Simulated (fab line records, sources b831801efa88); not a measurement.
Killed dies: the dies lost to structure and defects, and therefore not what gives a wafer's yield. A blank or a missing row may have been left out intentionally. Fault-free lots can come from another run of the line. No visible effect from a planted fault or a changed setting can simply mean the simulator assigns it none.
fab line records | flow sky130
record: lots: 5 wafers: 15 lastDay: 50
route steps=708 shown RES_XHIGH@336 SD_N@342 PAD_OPEN@708
lots with no fault: from the same line, run without faults
startH: the number of hours between the record's first day and the start of the first shown wafer of the lot | waitH: hours from the lot's prior step to this one | " same as the row above | L1.1+2: a row that stands for several wafers | - no value, or no start given | * or withheld: withheld | < > ~ a bound
route shown NAME@n: a module of which the file shows steps, and the number in the route of the first | usual: mean and standard deviation over wafers with no fault | same: alike in all rows | chamber/n: place in a boat | sites: the reading at each site | _std_site: how widely they spread, as a standard deviation | _edge_site: inner sites' mean taken away from outer sites' mean | radiusMm: for every site, how far away it sits from the centre of the wafer | mask NAME#n: copy n | behind: the most recent tool/chamber to have shaped the wafer | hold: why the lot was held/for how many hours/how that ended | device: the transistor (n, p or np) that didn't switch | end of line: tests of these same wafers at the route's end | a step with no rows: only its recipe | killed: the dies lost at the first sort to structure and to defects; this is not the yield of the wafer | map: a wafer's dies, marking killed ones x, the rest . and places with no die _
set.NAME: the run value of the setting; set.NAME@STEP: its run value at that earlier step | model.NAME: the simulator's own value behind a step, which no gauge read
lots at selected steps of the route; one table per step, one row per wafer
services: from which hour (startH, from the record's first day; less than 0 if before it) a tool's chamber was out of use, for how many hours, and why
== steps ==
step: SKY_RES_XHIGH_EXPOSE_04
recipe: maskId: URPM na: 0.6 sourceShape: conventional sigmaOuter: 0.6 polarization: unpolarized targetCdNm: 1270 doseMj: 140
step: SKY_RES_XHIGH_PEB_05
recipe: tempC: withheld timeS: * resist: NOVOLAK
step: SKY_RES_XHIGH_DEVELOP_06
recipe: resist: NOVOLAK developer: TMAH developTimeS: 60 devTempC: 23
step: SKY_RES_XHIGH_IMPLANT_07
recipe: species: BF2 energyKev: 20 doseCm2: 3.6e+14 tiltDeg: 0
step: SKY_RES_XHIGH_STRIP_08
recipe: chemistry: O2/N2 powerW: 1400 pressureMtorr: 1500 platenTempC: withheld o2FlowSccm: 3000 n2FlowSccm: 300 overashFraction: 0.5
usual: drypumpMotorCurrentA: 5.7/0.37 oesProductAu: 0.711/0.0048 stripTimeToEndpointS: 14.29/0.043
columns lot.wafer tool chamber startH waitH drypumpMotorCurrentA oesProductAu rfHoursCounterH stripTimeToEndpointS
L933.2 plasmaAsher-01 0 629.04 0.1 5.9 0.710 91 14.29
L933.4 " 1 " " 5.4 0.709 - 14.28
L933.5 " 0 " " 5.9 0.712 - 14.28
L935.2 plasmaAsher-03 0 647.84 0.1 5.5 0.705 78 14.24
L935.4 " 1 " " 6.4 0.702 - 14.23
L935.5 " 1 " " 6.4 0.707 - 14.25
L946.2 plasmaAsher-04 0 746.59 0.1 5.6 0.715 65 14.39
L946.4 " 1 " " 5.5 0.707 - 14.36
L946.6 " 1 " " 5.6 0.712 - 14.37
L951.2 plasmaAsher-03 1 774.59 0.1 6.4 0.714 91 14.33
L951.3 " 0 " " 5.5 0.714 - 14.34
L951.5 " 0 " " 5.5 0.717 - 14.30
L952.1 plasmaAsher-01 0 783.32 0.1 5.9 0.714 4 14.30
L952.4 " 0 " " 5.9 0.712 - 14.29
L952.5 " 0 " " 5.9 0.711 - 14.35
step: SKY_RES_XHIGH_TW_MEAS_09
usual: RES_XHIGH_TW: 1634/7.3
columns lot.wafer tool chamber startH waitH RES_XHIGH_TW
L933.2 filmMetro-04 - 629.15 0.1 1638
L933.4 " - " " 1644
L933.5 " - " " 1633
L935.2 filmMetro-03 - 647.95 0.1 1643
L935.4 " - " " 1632
L935.5 " - " " 1636
L946.2 filmMetro-03 - 746.70 0.1 1649
L946.4 " - " " 1643
L946.6 " - " " 1638
L951.2 filmMetro-03 - 774.70 0.1 1642
L951.3 " - " " 1633
L951.5 " - " " 1631
L952.1 filmMetro-01 - 783.42 0.1 1627
L952.4 " - " " 1636
L952.5 " - " " 1631
step: SKY_SD_N_DEHYDRATE_00
recipe: tempC: 200 timeS: 60
step: SKY_SD_N_HMDS_01
recipe: primeTimeS: 60 primeTempC: 120
step: SKY_SD_N_COAT_02
recipe: resist: NOVOLAK spinRpm: 3000 resistThkNm: 1140
step: SKY_SD_N_SOFTBAKE_03
recipe: tempC: 90 timeS: 60 resist: NOVOLAK
step: SKY_SD_N_EXPOSE_04
recipe: maskId: NSDM na: 0.6 sourceShape: conventional sigmaOuter: 0.6 polarization: unpolarized targetCdNm: 380 doseMj: 141
step: SKY_SD_N_PEB_05
recipe: tempC: withheld timeS: * resist: NOVOLAK
step: SKY_SD_N_DEVELOP_06
recipe: resist: NOVOLAK developer: TMAH developTimeS: 60 devTempC: 23
columns lot.wafer tool chamber startH waitH
L933.2+4+5 lithoTrack-01 0 657.90 0.1
L935.2+4+5 lithoTrack-03 0 676.21 0.1
L946.2+4+6 lithoTrack-03 0 772.67 0.1
L951.2+3+5 lithoTrack-01 0 799.90 0.1
L952.1+4+5 lithoTrack-01 0 809.87 0.1
step: SKY_SD_N_CD_MEAS_07
recipe: targetCdNm: 380
usual: cdNm: 380/3.3
columns lot.wafer tool chamber startH waitH cdNm
L933.2 cdSem-01 - 658.04 0.1 378
L933.4 " - " " 374
L933.5 " - " " 377
L935.2 cdSem-01 - 676.43 0.2 383
L935.4 " - " " 383
L935.5 " - " " 383
L946.2 cdSem-01 - 772.81 0.1 392
L946.4 " - " " 395
L946.6 " - " " 393
L951.2 cdSem-02 - 800.04 0.1 379
L951.3 " - " " 378
L951.5 " - " " 378
L952.1 cdSem-01 - 810.02 0.1 381
L952.4 " - " " 383
L952.5 " - " " 385
step: SKY_SD_N_OVL_MEAS_08
usual: SD_N_OVL: 0.7/1.5
columns lot.wafer tool chamber startH waitH SD_N_OVL[nm]
L933.2 overlay-02 - 658.15 0.1 -1.1
L933.4 " - " " 1.8
L933.5 " - " " 0.1
L935.2 overlay-01 - 676.54 0.1 1.7
L935.4 " - " " 1.5
L935.5 " - " " 3.8
L946.2 overlay-01 - 772.92 0.1 0.4
L946.4 " - " " 0.3
L946.6 " - " " 0.4
L951.2 overlay-02 - 800.15 0.1 -0.9
L951.3 " - " " -0.2
L951.5 " - " " -1.4
L952.1 overlay-02 - 810.14 0.1 4.0
L952.4 " - " " 3.5
L952.5 " - " " 3.7
step: SKY_PAD_OPEN_PROBE_99
usual: killed_at_M0_to_M3: 44/7.8 killed_at_M4_up: 3.1/1.7 killedAtContacts: 25/5.1 killedAtFrontEnd: 15/4.4 killedAtOther: 0.5/0.68 killedDies: 88/9.9 killedOpen: 48/6.9 killedShort: 39/6.5
same: grossDies: 492 killedAtBackSide: 0
columns lot.wafer tool chamber startH waitH killed_at_M0_to_M3 killed_at_M4_up killedAtContacts killedAtFrontEnd killedAtOther killedDies killedOpen killedShort
L946.2 prober-01 - 1163.86 0.1 54 0 27 17 1 99 69 30
L946.4 prober-01 - 1163.96 0.2 38 3 25 13 0 79 45 34
L946.6 prober-01 - 1164.06 0.2 40 3 20 14 0 77 37 40
L952.1 prober-02 - 1189.31 0.1 52 1 19 17 0 89 49 40
L952.4 prober-02 - 1189.46 0.2 46 2 28 17 0 93 46 47
L952.5 prober-02 - 1189.51 0.2 44 3 32 12 0 91 56 35
killed by level:class
L946.2 VIA1:geometricParticle:open=14 CONTACT:geometricParticle:open=11 VIA3:geometricParticle:open=10 VIA1:geometricParticle:short=8 VIA2:geometricParticle:open=8 POLY_GATE:geometricParticle:short=6 LI_CONTACT:geometricParticle:open=6 LOCAL_INTERCONNECT:geometricParticle:open=5
L946.4 VIA1:geometricParticle:open=10 LI_CONTACT:geometricParticle:open=8 VIA2:geometricParticle:open=7 VIA1:geometricParticle:short=6 CONTACT:geometricParticle:open=6 LI_CONTACT:geometricParticle:short=5 LOCAL_INTERCONNECT:geometricParticle:short=5 METAL2:geometricParticle:short=5
L946.6 VIA1:geometricParticle:open=10 METAL1:geometricParticle:short=7 CONTACT:geometricParticle:open=6 POLY_GATE:geometricParticle:open=5 VIA3:geometricParticle:open=5 LI_CONTACT:geometricParticle:open=5 LI_CONTACT:geometricParticle:short=5 VIA1:geometricParticle:short=5
L952.1 VIA1:geometricParticle:open=16 METAL1:geometricParticle:short=7 CONTACT:geometricParticle:open=7 VIA2:geometricParticle:open=7 FIELD_ISO:geometricParticle:open=5 POLY_GATE:geometricParticle:open=5 POLY_GATE:geometricParticle:short=5 METAL2:geometricParticle:short=5
L952.4 CONTACT:geometricParticle:open=9 VIA1:geometricParticle:open=8 VIA2:geometricParticle:open=7 METAL1:geometricParticle:short=6 LI_CONTACT:geometricParticle:open=5 LOCAL_INTERCONNECT:geometricParticle:short=5 CONTACT:geometricParticle:short=5 METAL2:geometricParticle:short=5
L952.5 VIA1:geometricParticle:open=16 LI_CONTACT:geometricParticle:open=14 METAL2:geometricParticle:short=8 CONTACT:geometricParticle:open=8 FIELD_ISO:geometricParticle:open=5 VIA1:geometricParticle:short=4 LI_CONTACT:geometricParticle:short=4 POLY_GATE:geometricParticle:short=3
== services ==
columns tool chamber startH hours kind
plasmaAsher-01 - 615.63 0.5 repair
plasmaAsher-04 - 664.30 10.0 repair
plasmaAsher-04 - 696.76 2.3 repair
plasmaAsher-01 - 733.75 9.0 pm
plasmaAsher-01 0 733.75 9.0 ventCycle
plasmaAsher-01 1 733.75 9.0 ventCycle
plasmaAsher-01 0 742.75 - clean
plasmaAsher-01 1 742.75 - clean
plasmaAsher-04 - 807.46 2.8 repair
== key ==
firstSign: step: SKY_SD_N_CD_MEAS_07 reading: cdNm direction: up sigmas: 3.9 usual: 380 struck: 393
effect none on later readings
metAt SKY_SD_N_DEVELOP_06
struckWafers L946.2,L946.4,L946.6
testerLeftOut L946
onsetBetween 676.21 772.67
alsoFits SKY_RES_XHIGH_STRIP_08:plasmaAsher-04
fault: kind: processParameterDrift tool: lithoTrack-03 chamber: - onsetH: 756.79 steps: SKY_SD_N_DEVELOP_06 channel: developTimeS offset: * shape: step endH: 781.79 actsIn: * stated: *
testerLeftOut: of these lots the tester's yield and bins aren't shown, on N5 and GAA mostly nor the transistor test; their killed dies are dies lost to structure and defects alone, not to doping, threshold or leakage, so they don't give the yield
